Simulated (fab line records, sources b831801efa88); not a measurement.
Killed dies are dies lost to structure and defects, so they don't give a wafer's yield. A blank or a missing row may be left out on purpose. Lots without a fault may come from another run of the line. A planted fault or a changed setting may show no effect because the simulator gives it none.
Which tool did it? | flow sky130 | 12 lots, 36 wafers sampled, at 2 steps of a route of 708

WHAT THE GAUGES READ, wafer by wafer
SKY_VIA1_CD_MEAS_12: target cd 150 nm. Usual: cd_nm 149.7 nm, standard deviation 1.5.
lot  | measured     | on        | cd_nm (nm)        | flag
L130 | day 33 21:37 | cd_sem-01 | 147.7 147.8 148.7 |
L134 | day 35 13:56 | cd_sem-02 | 150.1 150.9 150.8 |
L135 | day 35 16:33 | cd_sem-02 | 148.4 146.8 148.2 |
L136 | day 36 00:41 | cd_sem-02 | 149.5 150.7 151.4 |
L137 | day 36 12:01 | cd_sem-02 | 150.4 151.7 150.2 |
L138 | day 36 17:23 | cd_sem-02 | 147.5 149.0 149.6 |
L146 | day 39 07:48 | cd_sem-01 | 152.8 153.0 152.0 |
L147 | day 39 11:50 | cd_sem-01 | 151.1 150.6 150.8 |
L148 | day 39 13:44 | cd_sem-02 | 150.2 148.3 150.3 |
L151 | day 40 12:44 | cd_sem-01 | 149.9 148.0 148.1 |
L152 | day 40 20:53 | cd_sem-01 | 150.1 149.6 149.0 |
L153 | day 41 13:02 | cd_sem-02 | 148.9 149.1 149.2 |

WHICH TOOL RAN EACH LOT (tool, then ch and the chambers of the sampled wafers, then the start)
lot  | SKY_CONTACT_CVD_24
L130 | cvd_w-01 ch 0,1, day 31 13:34
L134 | cvd_w-01 ch 0,1, day 33 06:49
L135 | cvd_w-01 ch 0,1, day 33 09:35
L136 | cvd_w-01 ch 0,1, day 33 18:27
L137 | cvd_w-02 ch 0,1, day 34 06:16
L138 | cvd_w-02 ch 0,1, day 34 10:38
L146 | cvd_w-02 ch 0,1, day 37 02:35
L147 | cvd_w-01 ch 1, day 37 06:29
L148 | cvd_w-01 ch 1, day 37 08:58
L151 | cvd_w-02 ch 0,1, day 38 08:17
L152 | cvd_w-02 ch 0,1, day 38 13:47
L153 | cvd_w-01 ch 0,1, day 39 10:42
- SKY_CONTACT_CVD_24: deposits W, target thk 340 nm, time 102.12 s.

WHAT THE TOOLS THEMSELVES READ (means of the sampled wafers that have a number; where no wafer has one, the mark that the record gives instead)
SKY_CONTACT_CVD_24. Usual: chamber_pressure_Torr 39.99 Torr, standard deviation 0.092; heater_power_w 875 W, standard deviation 53.
lot  | tool     | chamber_pressure_Torr (Torr) | heater_power_w (W) | flag
L130 | cvd_w-01 | 40.08                        | 889                |
L134 | cvd_w-01 | 40.04                        | 838                |
L135 | cvd_w-01 | 40.04                        | 896                |
L136 | cvd_w-01 | 39.91                        | 851                |
L137 | cvd_w-02 | 40.06                        | 862                |
L138 | cvd_w-02 | 39.83                        | 883                |
L146 | cvd_w-02 | 40.00                        | 856                |
L147 | cvd_w-01 | 40.04                        | 816                |
L148 | cvd_w-01 | 39.99                        | 818                |
L151 | cvd_w-02 | 40.03                        | 899                |
L152 | cvd_w-02 | 39.93                        | 872                |
L153 | cvd_w-01 | 39.94                        | 912                |

THE ANSWER, worked out from the rows above alone
Rule: a lot is off if the mean of its wafers that have a number lies more than 3 standard deviations from the usual mean. A lot without any number at a reading at which 4 lots or more have one is off too. The other lots that the step has rows for count as sound. The gauges are gone through in route order, then the tools' own readings, and for those a lot's mean is taken as printed above. The first step at which some lot is off is used, and at that step the reading that is off furthest; a lot without a number counts as furthest.
No lot is off at any reading shown: from this, nothing can be told.

WHAT THE SIMULATOR HAD PUT IN
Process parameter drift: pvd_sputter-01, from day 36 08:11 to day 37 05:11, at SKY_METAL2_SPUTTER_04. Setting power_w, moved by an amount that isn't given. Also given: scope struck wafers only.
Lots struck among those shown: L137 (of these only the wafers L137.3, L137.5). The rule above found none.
